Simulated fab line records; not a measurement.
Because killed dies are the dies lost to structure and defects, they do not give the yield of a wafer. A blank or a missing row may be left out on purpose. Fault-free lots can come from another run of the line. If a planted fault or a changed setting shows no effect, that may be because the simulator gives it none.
fab line records || flow sky130
record: {"lots": 5, "wafers": 15, "lastDay": 50}
route steps=708 shown VIA3@589 METAL4@598
lots with no fault: from the same line, run without faults
startH: the number of hours between the record's first day and the start of the first shown wafer of the lot || waitH: how many hours have passed since the lot's step before this one || " unchanged from the row above || L1.1+2: several wafers, shown together as one row || - no value, or no start given || * or withheld: withheld || < > ~ a bound
route shown NAME@n: names a module that has steps shown in the file, with the first one's number in the route || usual: average and standard deviation across the fault-free wafers || same: alike in all rows || chamber/n: place in a boat || sites: the reading at each site || _std_site: the standard deviation of these || _edge_site: outer sites' mean less inner sites' || radiusMm: for every site, how far away it sits from the centre of the wafer || mask NAME#n: copy n || behind: the tool/chamber that last shaped the wafer || hold: what put the lot on hold/how long, in hours/how the hold closed || device: which transistor (n, p or np) failed to switch || end of line: the route-end tests of the same wafers || a step without rows: its recipe alone || killed: dies lost to structure and defects at the first sort, not the wafer's yield || map: shows each die of a wafer: x if killed, . if not, _ if none is there
set.NAME: the setting that was run; set.NAME@STEP: the one run at that earlier step || model.NAME: the simulator's own value behind a step, which no gauge read
lots at some steps of the route; a table a step, a row a wafer
services: the hour from which a tool's chamber was out of use, counted from the record's first day as startH (under 0 if before that day), plus the number of hours and why
== steps ==
step: SKY_VIA3_STRIP_16
recipe: {"chemistry": "O2/N2", "powerW": 1400, "pressureMtorr": 1500, "platenTempC": "withheld", "o2FlowSccm": 3000, "n2FlowSccm": 300, "overashFraction": 0.5}
step: SKY_VIA3_STRIP_17
recipe: {"chemistry": "postEtchResidueRemover", "timeS": 1200, "tempC": 72.5}
step: SKY_VIA3_CLEAN_18
recipe: {"chemistry": "IPA", "timeS": 180, "tempC": 25}
step: SKY_VIA3_CLEAN_19
recipe: {"chemistry": "O3/DIW", "dry": "n2Spin"}
step: SKY_VIA3_SPUTTER_20
recipe: {"material": "TiN", "targetThkNm": 20, "chamberPressurePa": 5, "powerW": 4000, "timeS": 80}
step: SKY_VIA3_CVD_21
recipe: {"material": "W", "targetThkNm": 390, "timeS": 117.31, "tempC": 400, "pressureTorr": 40}
usual: {"heaterPowerW": "758/78"}
{"lot.wafer": "L501.1", "tool": "cvdW-02", "chamber": 0, "startH": 944.96, "waitH": 0.0, "heaterPowerW": 681}
{"lot.wafer": "L501.2", "tool": "cvdW-02", "chamber": 1, "startH": 944.96, "waitH": 0.0, "heaterPowerW": 823}
{"lot.wafer": "L501.4", "tool": "cvdW-02", "chamber": 1, "startH": 944.96, "waitH": 0.0, "heaterPowerW": 805}
{"lot.wafer": "L503.1", "tool": "cvdW-01", "chamber": 0, "startH": 962.80, "waitH": 0.0, "heaterPowerW": 862}
{"lot.wafer": "L503.2", "tool": "cvdW-01", "chamber": 1, "startH": 962.80, "waitH": 0.0, "heaterPowerW": 708}
{"lot.wafer": "L503.4", "tool": "cvdW-01", "chamber": 0, "startH": 962.80, "waitH": 0.0, "heaterPowerW": 869}
{"lot.wafer": "L507.1", "tool": "cvdW-01", "chamber": 1, "startH": 991.18, "waitH": 0.0, "heaterPowerW": 677}
{"lot.wafer": "L507.3", "tool": "cvdW-01", "chamber": 0, "startH": 991.18, "waitH": 0.0, "heaterPowerW": 845}
{"lot.wafer": "L507.4", "tool": "cvdW-01", "chamber": 1, "startH": 991.18, "waitH": 0.0, "heaterPowerW": 668}
{"lot.wafer": "L515.4", "tool": "cvdW-01", "chamber": 1, "startH": 1036.63, "waitH": 0.1, "heaterPowerW": 692}
{"lot.wafer": "L515.5", "tool": "cvdW-01", "chamber": 1, "startH": 1036.63, "waitH": 0.1, "heaterPowerW": 692}
{"lot.wafer": "L515.6", "tool": "cvdW-01", "chamber": 0, "startH": 1036.63, "waitH": 0.1, "heaterPowerW": 848}
{"lot.wafer": "L521.2", "tool": "cvdW-01", "chamber": 1, "startH": 1073.55, "waitH": 0.0, "heaterPowerW": 672}
{"lot.wafer": "L521.4", "tool": "cvdW-01", "chamber": 0, "startH": 1073.55, "waitH": 0.0, "heaterPowerW": 873}
{"lot.wafer": "L521.6", "tool": "cvdW-01", "chamber": 1, "startH": 1073.55, "waitH": 0.0, "heaterPowerW": 685}
step: SKY_VIA3_RS_MEAS_22
recipe: {"thkMeasGauge": "four-point-probe", "reads": "W_of_VIA3_CVD_21+TiN_of_VIA3_SPUTTER_20"}
usual: {"VIA3_W_RS": "0.296/0.0036"}
{"lot.wafer": "L501.1", "tool": "filmMetro-03", "chamber": "-", "startH": 945.09, "waitH": 0.1, "VIA3_W_RS[ohm/sq]": 0.290}
{"lot.wafer": "L501.2", "tool": "filmMetro-03", "chamber": "-", "startH": 945.09, "waitH": 0.1, "VIA3_W_RS[ohm/sq]": 0.292}
{"lot.wafer": "L501.4", "tool": "filmMetro-03", "chamber": "-", "startH": 945.09, "waitH": 0.1, "VIA3_W_RS[ohm/sq]": 0.292}
{"lot.wafer": "L503.1", "tool": "filmMetro-02", "chamber": "-", "startH": 962.92, "waitH": 0.1, "VIA3_W_RS[ohm/sq]": 0.293}
{"lot.wafer": "L503.2", "tool": "filmMetro-02", "chamber": "-", "startH": 962.92, "waitH": 0.1, "VIA3_W_RS[ohm/sq]": 0.298}
{"lot.wafer": "L503.4", "tool": "filmMetro-02", "chamber": "-", "startH": 962.92, "waitH": 0.1, "VIA3_W_RS[ohm/sq]": 0.296}
{"lot.wafer": "L507.1", "tool": "filmMetro-03", "chamber": "-", "startH": 991.30, "waitH": 0.1, "VIA3_W_RS[ohm/sq]": 0.301}
{"lot.wafer": "L507.3", "tool": "filmMetro-03", "chamber": "-", "startH": 991.30, "waitH": 0.1, "VIA3_W_RS[ohm/sq]": 0.295}
{"lot.wafer": "L507.4", "tool": "filmMetro-03", "chamber": "-", "startH": 991.30, "waitH": 0.1, "VIA3_W_RS[ohm/sq]": 0.301}
{"lot.wafer": "L515.4", "tool": "filmMetro-04", "chamber": "-", "startH": 1036.77, "waitH": 0.1, "VIA3_W_RS[ohm/sq]": 0.294}
{"lot.wafer": "L515.5", "tool": "filmMetro-04", "chamber": "-", "startH": 1036.77, "waitH": 0.1, "VIA3_W_RS[ohm/sq]": 0.293}
{"lot.wafer": "L515.6", "tool": "filmMetro-04", "chamber": "-", "startH": 1036.77, "waitH": 0.1, "VIA3_W_RS[ohm/sq]": 0.290}
{"lot.wafer": "L521.2", "tool": "filmMetro-04", "chamber": "-", "startH": 1073.69, "waitH": 0.1, "VIA3_W_RS[ohm/sq]": 0.300}
{"lot.wafer": "L521.4", "tool": "filmMetro-04", "chamber": "-", "startH": 1073.69, "waitH": 0.1, "VIA3_W_RS[ohm/sq]": 0.293}
{"lot.wafer": "L521.6", "tool": "filmMetro-04", "chamber": "-", "startH": 1073.69, "waitH": 0.1, "VIA3_W_RS[ohm/sq]": 0.299}
step: SKY_VIA3_THK_MEAS_23
recipe: {"thkMeasGauge": "xrf", "reads": "W_of_VIA3_CVD_21"}
usual: {"VIA3_W_THK": "386/5.9"}
{"lot.wafer": "L501.1", "tool": "filmMetro-03", "chamber": "-", "startH": 945.21, "waitH": 0.1, "VIA3_W_THK[nm]": 394}
{"lot.wafer": "L501.2", "tool": "filmMetro-03", "chamber": "-", "startH": 945.21, "waitH": 0.1, "VIA3_W_THK[nm]": 396}
{"lot.wafer": "L501.4", "tool": "filmMetro-03", "chamber": "-", "startH": 945.21, "waitH": 0.1, "VIA3_W_THK[nm]": 392}
{"lot.wafer": "L503.1", "tool": "filmMetro-02", "chamber": "-", "startH": 963.04, "waitH": 0.1, "VIA3_W_THK[nm]": 391}
{"lot.wafer": "L503.2", "tool": "filmMetro-02", "chamber": "-", "startH": 963.04, "waitH": 0.1, "VIA3_W_THK[nm]": 383}
{"lot.wafer": "L503.4", "tool": "filmMetro-02", "chamber": "-", "startH": 963.04, "waitH": 0.1, "VIA3_W_THK[nm]": 388}
{"lot.wafer": "L507.1", "tool": "filmMetro-03", "chamber": "-", "startH": 991.42, "waitH": 0.1, "VIA3_W_THK[nm]": 381}
{"lot.wafer": "L507.3", "tool": "filmMetro-03", "chamber": "-", "startH": 991.42, "waitH": 0.1, "VIA3_W_THK[nm]": 390}
{"lot.wafer": "L507.4", "tool": "filmMetro-03", "chamber": "-", "startH": 991.42, "waitH": 0.1, "VIA3_W_THK[nm]": 382}
{"lot.wafer": "L515.4", "tool": "filmMetro-04", "chamber": "-", "startH": 1036.86, "waitH": 0.1, "VIA3_W_THK[nm]": 382}
{"lot.wafer": "L515.5", "tool": "filmMetro-04", "chamber": "-", "startH": 1036.86, "waitH": 0.1, "VIA3_W_THK[nm]": 384}
{"lot.wafer": "L515.6", "tool": "filmMetro-04", "chamber": "-", "startH": 1036.86, "waitH": 0.1, "VIA3_W_THK[nm]": 387}
{"lot.wafer": "L521.2", "tool": "filmMetro-04", "chamber": "-", "startH": 1073.80, "waitH": 0.1, "VIA3_W_THK[nm]": 375}
{"lot.wafer": "L521.4", "tool": "filmMetro-04", "chamber": "-", "startH": 1073.80, "waitH": 0.1, "VIA3_W_THK[nm]": 385}
{"lot.wafer": "L521.6", "tool": "filmMetro-04", "chamber": "-", "startH": 1073.80, "waitH": 0.1, "VIA3_W_THK[nm]": 378}
step: SKY_VIA3_CMP_24
recipe: {"stopOn": "SiO2", "tOverpolishS": 20, "downForcePsi": 3.5, "platenRpm": 60, "targetThkNm": 0, "padVelocityMS": 0.94248}
step: SKY_METAL4_SPUTTER_00
recipe: {"material": "Ti", "targetThkNm": 15, "powerW": 3000, "timeS": 10, "chamberPressurePa": 0.4}
usual: {"chamberPressurePa": "0.4000/0.00067", "throttleValvePct": "30.3/0.63"}
{"lot.wafer": "L501.1", "tool": "pvdSputter-02", "chamber": "-", "startH": 945.57, "waitH": 0.2, "chamberPressurePa": 0.4003, "throttleValvePct": 30.4}
{"lot.wafer": "L501.2", "tool": "pvdSputter-02", "chamber": "-", "startH": 945.57, "waitH": 0.2, "chamberPressurePa": 0.4000, "throttleValvePct": 29.8}
{"lot.wafer": "L501.4", "tool": "pvdSputter-02", "chamber": "-", "startH": 945.57, "waitH": 0.2, "chamberPressurePa": 0.3999, "throttleValvePct": 30.5}
{"lot.wafer": "L503.1", "tool": "pvdSputter-04", "chamber": "-", "startH": 963.40, "waitH": 0.1, "chamberPressurePa": 0.3998, "throttleValvePct": 29.2}
{"lot.wafer": "L503.2", "tool": "pvdSputter-04", "chamber": "-", "startH": 963.40, "waitH": 0.1, "chamberPressurePa": 0.3985, "throttleValvePct": 31.2}
{"lot.wafer": "L503.4", "tool": "pvdSputter-04", "chamber": "-", "startH": 963.40, "waitH": 0.1, "chamberPressurePa": 0.3987, "throttleValvePct": 31.3}
{"lot.wafer": "L507.1", "tool": "pvdSputter-02", "chamber": "-", "startH": 991.78, "waitH": 0.2, "chamberPressurePa": 0.3982, "throttleValvePct": 30.7}
{"lot.wafer": "L507.3", "tool": "pvdSputter-02", "chamber": "-", "startH": 991.78, "waitH": 0.2, "chamberPressurePa": 0.4005, "throttleValvePct": 30.6}
{"lot.wafer": "L507.4", "tool": "pvdSputter-02", "chamber": "-", "startH": 991.78, "waitH": 0.2, "chamberPressurePa": 0.4009, "throttleValvePct": 29.7}
{"lot.wafer": "L515.4", "tool": "pvdSputter-01", "chamber": "-", "startH": 1037.19, "waitH": 0.2, "chamberPressurePa": 0.3998, "throttleValvePct": 29.7}
{"lot.wafer": "L515.5", "tool": "pvdSputter-01", "chamber": "-", "startH": 1037.19, "waitH": 0.2, "chamberPressurePa": 0.4000, "throttleValvePct": 30.0}
{"lot.wafer": "L515.6", "tool": "pvdSputter-01", "chamber": "-", "startH": 1037.19, "waitH": 0.2, "chamberPressurePa": 0.3999, "throttleValvePct": 30.1}
{"lot.wafer": "L521.2", "tool": "pvdSputter-04", "chamber": "-", "startH": 1074.15, "waitH": 0.1, "chamberPressurePa": 0.4000, "throttleValvePct": 29.2}
{"lot.wafer": "L521.4", "tool": "pvdSputter-04", "chamber": "-", "startH": 1074.15, "waitH": 0.1, "chamberPressurePa": 0.4007, "throttleValvePct": 30.3}
{"lot.wafer": "L521.6", "tool": "pvdSputter-04", "chamber": "-", "startH": 1074.15, "waitH": 0.1, "chamberPressurePa": 0.4007, "throttleValvePct": 30.7}
step: SKY_METAL4_SPUTTER_01
recipe: {"material": "TiN", "targetThkNm": 20, "powerW": 6500, "timeS": 16.7, "chamberPressurePa": 0.4}
usual: {"chamberPressurePa": "0.4001/0.00079", "throttleValvePct": "30.3/0.62"}
{"lot.wafer": "L501.1", "tool": "pvdSputter-02", "chamber": "-", "startH": 945.59, "waitH": 0.0, "chamberPressurePa": 0.4009, "throttleValvePct": 30.5}
{"lot.wafer": "L501.2", "tool": "pvdSputter-02", "chamber": "-", "startH": 945.59, "waitH": 0.0, "chamberPressurePa": 0.4000, "throttleValvePct": 29.7}
{"lot.wafer": "L501.4", "tool": "pvdSputter-02", "chamber": "-", "startH": 945.59, "waitH": 0.0, "chamberPressurePa": 0.4011, "throttleValvePct": 30.7}
{"lot.wafer": "L503.1", "tool": "pvdSputter-04", "chamber": "-", "startH": 963.42, "waitH": 0.0, "chamberPressurePa": 0.3991, "throttleValvePct": 29.3}
{"lot.wafer": "L503.2", "tool": "pvdSputter-04", "chamber": "-", "startH": 963.42, "waitH": 0.0, "chamberPressurePa": 0.4009, "throttleValvePct": 31.6}
{"lot.wafer": "L503.4", "tool": "pvdSputter-04", "chamber": "-", "startH": 963.42, "waitH": 0.0, "chamberPressurePa": 0.4002, "throttleValvePct": 31.5}
{"lot.wafer": "L507.1", "tool": "pvdSputter-02", "chamber": "-", "startH": 991.80, "waitH": 0.0, "chamberPressurePa": 0.4002, "throttleValvePct": 30.8}
{"lot.wafer": "L507.3", "tool": "pvdSputter-02", "chamber": "-", "startH": 991.80, "waitH": 0.0, "chamberPressurePa": 0.3997, "throttleValvePct": 30.4}
{"lot.wafer": "L507.4", "tool": "pvdSputter-02", "chamber": "-", "startH": 991.80, "waitH": 0.0, "chamberPressurePa": 0.3998, "throttleValvePct": 30.0}
{"lot.wafer": "L515.4", "tool": "pvdSputter-01", "chamber": "-", "startH": 1037.22, "waitH": 0.0, "chamberPressurePa": 0.4007, "throttleValvePct": 30.0}
{"lot.wafer": "L515.5", "tool": "pvdSputter-01", "chamber": "-", "startH": 1037.22, "waitH": 0.0, "chamberPressurePa": 0.4006, "throttleValvePct": 30.0}
{"lot.wafer": "L515.6", "tool": "pvdSputter-01", "chamber": "-", "startH": 1037.22, "waitH": 0.0, "chamberPressurePa": 0.4000, "throttleValvePct": 30.3}
{"lot.wafer": "L521.2", "tool": "pvdSputter-04", "chamber": "-", "startH": 1074.17, "waitH": 0.0, "chamberPressurePa": 0.4000, "throttleValvePct": 29.2}
{"lot.wafer": "L521.4", "tool": "pvdSputter-04", "chamber": "-", "startH": 1074.17, "waitH": 0.0, "chamberPressurePa": 0.4006, "throttleValvePct": 30.8}
{"lot.wafer": "L521.6", "tool": "pvdSputter-04", "chamber": "-", "startH": 1074.17, "waitH": 0.0, "chamberPressurePa": 0.4008, "throttleValvePct": 30.6}
step: SKY_METAL4_SPUTTER_02
recipe: {"material": "AlCu", "targetThkNm": 735, "powerW": 10600, "timeS": 39.1, "chamberPressurePa": 0.4}
usual: {"chamberPressurePa": "0.4001/0.00079", "throttleValvePct": "30.3/0.59"}
{"lot.wafer": "L501.1", "tool": "pvdSputter-02", "chamber": "-", "startH": 945.61, "waitH": 0.0, "chamberPressurePa": 0.4006, "throttleValvePct": 30.3}
{"lot.wafer": "L501.2", "tool": "pvdSputter-02", "chamber": "-", "startH": 945.61, "waitH": 0.0, "chamberPressurePa": 0.4001, "throttleValvePct": 29.8}
{"lot.wafer": "L501.4", "tool": "pvdSputter-02", "chamber": "-", "startH": 945.61, "waitH": 0.0, "chamberPressurePa": 0.4000, "throttleValvePct": 30.4}
{"lot.wafer": "L503.1", "tool": "pvdSputter-04", "chamber": "-", "startH": 963.45, "waitH": 0.0, "chamberPressurePa": 0.4001, "throttleValvePct": 29.2}
{"lot.wafer": "L503.2", "tool": "pvdSputter-04", "chamber": "-", "startH": 963.45, "waitH": 0.0, "chamberPressurePa": 0.4004, "throttleValvePct": 31.5}
{"lot.wafer": "L503.4", "tool": "pvdSputter-04", "chamber": "-", "startH": 963.45, "waitH": 0.0, "chamberPressurePa": 0.3988, "throttleValvePct": 31.5}
{"lot.wafer": "L507.1", "tool": "pvdSputter-02", "chamber": "-", "startH": 991.83, "waitH": 0.0, "chamberPressurePa": 0.3996, "throttleValvePct": 30.8}
{"lot.wafer": "L507.3", "tool": "pvdSputter-02", "chamber": "-", "startH": 991.83, "waitH": 0.0, "chamberPressurePa": 0.3995, "throttleValvePct": 30.2}
{"lot.wafer": "L507.4", "tool": "pvdSputter-02", "chamber": "-", "startH": 991.83, "waitH": 0.0, "chamberPressurePa": 0.4003, "throttleValvePct": 30.0}
{"lot.wafer": "L515.4", "tool": "pvdSputter-01", "chamber": "-", "startH": 1037.24, "waitH": 0.0, "chamberPressurePa": 0.3996, "throttleValvePct": 30.2}
{"lot.wafer": "L515.5", "tool": "pvdSputter-01", "chamber": "-", "startH": 1037.24, "waitH": 0.0, "chamberPressurePa": 0.4010, "throttleValvePct": 29.7}
{"lot.wafer": "L515.6", "tool": "pvdSputter-01", "chamber": "-", "startH": 1037.24, "waitH": 0.0, "chamberPressurePa": 0.3998, "throttleValvePct": 30.2}
{"lot.wafer": "L521.2", "tool": "pvdSputter-04", "chamber": "-", "startH": 1074.20, "waitH": 0.0, "chamberPressurePa": 0.3994, "throttleValvePct": 29.5}
{"lot.wafer": "L521.4", "tool": "pvdSputter-04", "chamber": "-", "startH": 1074.20, "waitH": 0.0, "chamberPressurePa": 0.3997, "throttleValvePct": 30.6}
{"lot.wafer": "L521.6", "tool": "pvdSputter-04", "chamber": "-", "startH": 1074.20, "waitH": 0.0, "chamberPressurePa": 0.3999, "throttleValvePct": 30.5}
step: SKY_METAL4_SPUTTER_03
recipe: {"material": "Ti", "targetThkNm": 5, "powerW": 3000, "timeS": 3.3, "chamberPressurePa": 0.4}
usual: {"chamberPressurePa": "0.3999/0.00081", "throttleValvePct": "30.3/0.61"}
{"lot.wafer": "L501.1", "tool": "pvdSputter-02", "chamber": "-", "startH": 945.65, "waitH": 0.0, "chamberPressurePa": 0.3993, "throttleValvePct": 30.4, "model.Ti_of_METAL4_SPUTTER_03.thkNm": 5.094}
{"lot.wafer": "L501.2", "tool": "pvdSputter-02", "chamber": "-", "startH": 945.65, "waitH": 0.0, "chamberPressurePa": 0.4006, "throttleValvePct": 30.0, "model.Ti_of_METAL4_SPUTTER_03.thkNm": 4.953}
{"lot.wafer": "L501.4", "tool": "pvdSputter-02", "chamber": "-", "startH": 945.65, "waitH": 0.0, "chamberPressurePa": 0.3994, "throttleValvePct": 30.8, "model.Ti_of_METAL4_SPUTTER_03.thkNm": 4.937}
{"lot.wafer": "L503.1", "tool": "pvdSputter-04", "chamber": "-", "startH": 963.49, "waitH": 0.0, "chamberPressurePa": 0.3995, "throttleValvePct": 29.1, "model.Ti_of_METAL4_SPUTTER_03.thkNm": 5.185}
{"lot.wafer": "L503.2", "tool": "pvdSputter-04", "chamber": "-", "startH": 963.49, "waitH": 0.0, "chamberPressurePa": 0.3991, "throttleValvePct": 31.1, "model.Ti_of_METAL4_SPUTTER_03.thkNm": 5.046}
{"lot.wafer": "L503.4", "tool": "pvdSputter-04", "chamber": "-", "startH": 963.49, "waitH": 0.0, "chamberPressurePa": 0.3993, "throttleValvePct": 31.4, "model.Ti_of_METAL4_SPUTTER_03.thkNm": 5.01}
{"lot.wafer": "L507.1", "tool": "pvdSputter-02", "chamber": "-", "startH": 991.87, "waitH": 0.0, "chamberPressurePa": 0.3990, "throttleValvePct": 30.9, "model.Ti_of_METAL4_SPUTTER_03.thkNm": 4.913}
{"lot.wafer": "L507.3", "tool": "pvdSputter-02", "chamber": "-", "startH": 991.87, "waitH": 0.0, "chamberPressurePa": 0.4007, "throttleValvePct": 30.5, "model.Ti_of_METAL4_SPUTTER_03.thkNm": 4.939}
{"lot.wafer": "L507.4", "tool": "pvdSputter-02", "chamber": "-", "startH": 991.87, "waitH": 0.0, "chamberPressurePa": 0.3987, "throttleValvePct": 29.4, "model.Ti_of_METAL4_SPUTTER_03.thkNm": 6.422}
{"lot.wafer": "L515.4", "tool": "pvdSputter-01", "chamber": "-", "startH": 1037.28, "waitH": 0.0, "chamberPressurePa": 0.4004, "throttleValvePct": 30.4, "model.Ti_of_METAL4_SPUTTER_03.thkNm": 4.89}
{"lot.wafer": "L515.5", "tool": "pvdSputter-01", "chamber": "-", "startH": 1037.28, "waitH": 0.0, "chamberPressurePa": 0.4002, "throttleValvePct": 30.0, "model.Ti_of_METAL4_SPUTTER_03.thkNm": 4.905}
{"lot.wafer": "L515.6", "tool": "pvdSputter-01", "chamber": "-", "startH": 1037.28, "waitH": 0.0, "chamberPressurePa": 0.3995, "throttleValvePct": 30.1, "model.Ti_of_METAL4_SPUTTER_03.thkNm": 5.135}
{"lot.wafer": "L521.2", "tool": "pvdSputter-04", "chamber": "-", "startH": 1074.24, "waitH": 0.0, "chamberPressurePa": 0.3989, "throttleValvePct": 29.4, "model.Ti_of_METAL4_SPUTTER_03.thkNm": 5.148}
{"lot.wafer": "L521.4", "tool": "pvdSputter-04", "chamber": "-", "startH": 1074.24, "waitH": 0.0, "chamberPressurePa": 0.3988, "throttleValvePct": 30.5, "model.Ti_of_METAL4_SPUTTER_03.thkNm": 5.094}
{"lot.wafer": "L521.6", "tool": "pvdSputter-04", "chamber": "-", "startH": 1074.24, "waitH": 0.0, "chamberPressurePa": 0.3987, "throttleValvePct": 30.8, "model.Ti_of_METAL4_SPUTTER_03.thkNm": 5.072}
step: SKY_METAL4_SPUTTER_04
recipe: {"material": "TiN", "targetThkNm": 70, "powerW": 6500, "timeS": 58.3, "chamberPressurePa": 0.4}
usual: {"chamberPressurePa": "0.3999/0.00079", "throttleValvePct": "30.3/0.62"}
{"lot.wafer": "L501.1", "tool": "pvdSputter-02", "chamber": "-", "startH": 945.67, "waitH": 0.0, "chamberPressurePa": 0.3998, "throttleValvePct": 30.6}
{"lot.wafer": "L501.2", "tool": "pvdSputter-02", "chamber": "-", "startH": 945.67, "waitH": 0.0, "chamberPressurePa": 0.4000, "throttleValvePct": 29.7}
{"lot.wafer": "L501.4", "tool": "pvdSputter-02", "chamber": "-", "startH": 945.67, "waitH": 0.0, "chamberPressurePa": 0.3984, "throttleValvePct": 30.7}
{"lot.wafer": "L503.1", "tool": "pvdSputter-04", "chamber": "-", "startH": 963.50, "waitH": 0.0, "chamberPressurePa": 0.3990, "throttleValvePct": 29.3}
{"lot.wafer": "L503.2", "tool": "pvdSputter-04", "chamber": "-", "startH": 963.50, "waitH": 0.0, "chamberPressurePa": 0.4009, "throttleValvePct": 31.3}
{"lot.wafer": "L503.4", "tool": "pvdSputter-04", "chamber": "-", "startH": 963.50, "waitH": 0.0, "chamberPressurePa": 0.4020, "throttleValvePct": 31.3}
{"lot.wafer": "L507.1", "tool": "pvdSputter-02", "chamber": "-", "startH": 991.89, "waitH": 0.0, "chamberPressurePa": 0.4009, "throttleValvePct": 31.0}
{"lot.wafer": "L507.3", "tool": "pvdSputter-02", "chamber": "-", "startH": 991.89, "waitH": 0.0, "chamberPressurePa": 0.3992, "throttleValvePct": 30.3}
{"lot.wafer": "L507.4", "tool": "pvdSputter-02", "chamber": "-", "startH": 991.89, "waitH": 0.0, "chamberPressurePa": 0.4004, "throttleValvePct": 29.5}
{"lot.wafer": "L515.4", "tool": "pvdSputter-01", "chamber": "-", "startH": 1037.30, "waitH": 0.0, "chamberPressurePa": 0.4009, "throttleValvePct": 29.8}
{"lot.wafer": "L515.5", "tool": "pvdSputter-01", "chamber": "-", "startH": 1037.30, "waitH": 0.0, "chamberPressurePa": 0.4003, "throttleValvePct": 30.1}
{"lot.wafer": "L515.6", "tool": "pvdSputter-01", "chamber": "-", "startH": 1037.30, "waitH": 0.0, "chamberPressurePa": 0.4001, "throttleValvePct": 30.1}
{"lot.wafer": "L521.2", "tool": "pvdSputter-04", "chamber": "-", "startH": 1074.26, "waitH": 0.0, "chamberPressurePa": 0.4006, "throttleValvePct": 29.4}
{"lot.wafer": "L521.4", "tool": "pvdSputter-04", "chamber": "-", "startH": 1074.26, "waitH": 0.0, "chamberPressurePa": 0.3987, "throttleValvePct": 30.5}
{"lot.wafer": "L521.6", "tool": "pvdSputter-04", "chamber": "-", "startH": 1074.26, "waitH": 0.0, "chamberPressurePa": 0.4007, "throttleValvePct": 30.6}
== services ==
{"tool": "pvdSputter-01", "chamber": "-", "startH": 960.41, "hours": 2.3, "kind": "repair"}
{"tool": "cvdW-02", "chamber": "-", "startH": 997.82, "hours": 4.3, "kind": "pm"}
{"tool": "pvdSputter-01", "chamber": "-", "startH": 1000.17, "hours": 5.3, "kind": "repair"}
{"tool": "pvdSputter-04", "chamber": "-", "startH": 1011.52, "hours": 1.2, "kind": "repair"}
== key ==
firstSign none at tools or gauges
modelEffect: {"step": "SKY_METAL4_SPUTTER_03", "value": "Ti_of_METAL4_SPUTTER_03.thkNm", "without": 4.914, "struck": 6.422}
metAt SKY_METAL4_SPUTTER_03
struckWafers L507.4
onsetBetween 945.65 991.87
fault: {"kind": "processParameterDrift", "tool": "pvdSputter-02", "chamber": "-", "onsetH": 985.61, "steps": "SKY_METAL4_SPUTTER_03", "channel": "targetThkNm", "offset": 1.5081, "shape": "step", "endH": 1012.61, "scope": "struckWafersOnly", "actsIn": "theseRecipesOnly", "stated": 5}
